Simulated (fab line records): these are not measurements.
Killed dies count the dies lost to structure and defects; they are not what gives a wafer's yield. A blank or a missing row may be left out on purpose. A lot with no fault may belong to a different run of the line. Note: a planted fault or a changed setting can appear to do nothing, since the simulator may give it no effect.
Problem report, 8D (eight disciplines) form, completed by code | flow sky130 | the parts of the form that need people (team, actions taken, sign-off) are left out

== 1. WHAT IS WRONG ==
A mean of 61 is read at SKY_PAD_OPEN_PROBE_99 for killed_at_contacts, taken on 1 wafer of 1 lot, against 24 (standard deviation 5) on wafers free of any fault. That is +7.4 standard deviations from the usual mean.
The first sign was on wafer L528.6 at day 49 09:20, on prober-01. The record holds 3 wafers of 1 lot with a number at this step. By rule, "out" or "out of limits" means more than 4 standard deviations away from the usual mean. Any other wafer with a number is counted as sound.

== 2. WHAT IT IS AND WHAT IT IS NOT ==
question                    | is                 | is not
which readings at this step | killed_at_contacts | killed_at_M0_to_M3, killed_at_M4_up, killed_at_front_end, killed_at_other, killed_open, killed_short
which lots                  | L528               | -
which wafers of those lots  | L528.6             | L528.2, L528.4
read on which tools         | prober-01          | -
when                        | from day 49 09:20  | up to then (2 sound wafers)

== 3. THE SUSPECTS, EACH WITH WHAT RULES IT OUT ==
Counting: a tool at a process step up to the reading stays a suspect if it ran every lot that is out. Sound lots after the first of them don't rule it out here, since some wafers of a struck lot are sound.
- rie_diel-03 at SKY_LI_CONTACT_ETCH_14 (etches BARC in N2/H2, stops on SiO2, time 45.9 s, target depth 60 nm): kept. It ran the lot that is out, L528 (day 33 22:42).
- cmp-02 at SKY_VIA3_CMP_24 (polishes, stops on SiO2, t overpolish 20 s, target thk 0 nm): kept. It ran the lot that is out, L528 (day 43 23:11).
- prober-01 at SKY_PAD_OPEN_PROBE_99: kept. It ran the lot that is out, L528 (day 49 09:08). Its own killed_at_contacts readings are out on those wafers.
- Within rie_diel-03 at SKY_LI_CONTACT_ETCH_14: the wafers that are out ran in chamber 3; their sound lot-mates ran in chambers 0, 2.
- Within cmp-02 at SKY_VIA3_CMP_24: the wafers that are out ran in chamber 1; their sound lot-mates ran in chambers 2, 3.
Left after counting: rie_diel-03 at SKY_LI_CONTACT_ETCH_14, cmp-02 at SKY_VIA3_CMP_24, prober-01 at SKY_PAD_OPEN_PROBE_99.

== 4. THE CAUSE (what the simulator had put in) ==
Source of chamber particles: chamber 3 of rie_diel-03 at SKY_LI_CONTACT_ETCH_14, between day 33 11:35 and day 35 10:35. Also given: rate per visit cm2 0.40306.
This tool is one of the 3 suspects left after counting.

== 5. SEQUENCE OF EFFECTS, ordered by route ==
Rows list readings where the struck wafers' mean (over those with a number) sits beyond 3 standard deviations from the usual. Only readings whose record carries a usual standard deviation are examined. hours: median over the lots of the time between each lot's start at the first step of this table that gives one and its start at this step. sigmas: the change, counted in usual standard deviations.
hours | step                  | reading            | usual | on struck wafers | change | sigmas
0     | SKY_PAD_OPEN_PROBE_99 | killed_at_contacts | 24    | 61               | +37    | +7.4
0     | SKY_PAD_OPEN_PROBE_99 | killed_dies        | 85    | 116              | +31    | +3.1
Its process steps:
- SKY_PAD_OPEN_PROBE_99

== 6. HOW IT WOULD HAVE BEEN CAUGHT EARLIER ==
In this record no reading fell out of limits until day 49 09:20, 382 hours after the fault had begun at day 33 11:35.
Tool readings at SKY_LI_CONTACT_ETCH_14 with a usual standard deviation given in the record: none out on any struck wafer, hence no alarm at a limit of 4 standard deviations on them.
By day 49 09:20 the whole set of lots that are out, 1 in number, had already begun SKY_LI_CONTACT_ETCH_14 on rie_diel-03. Holding the tool at that point would not have protected any of them.
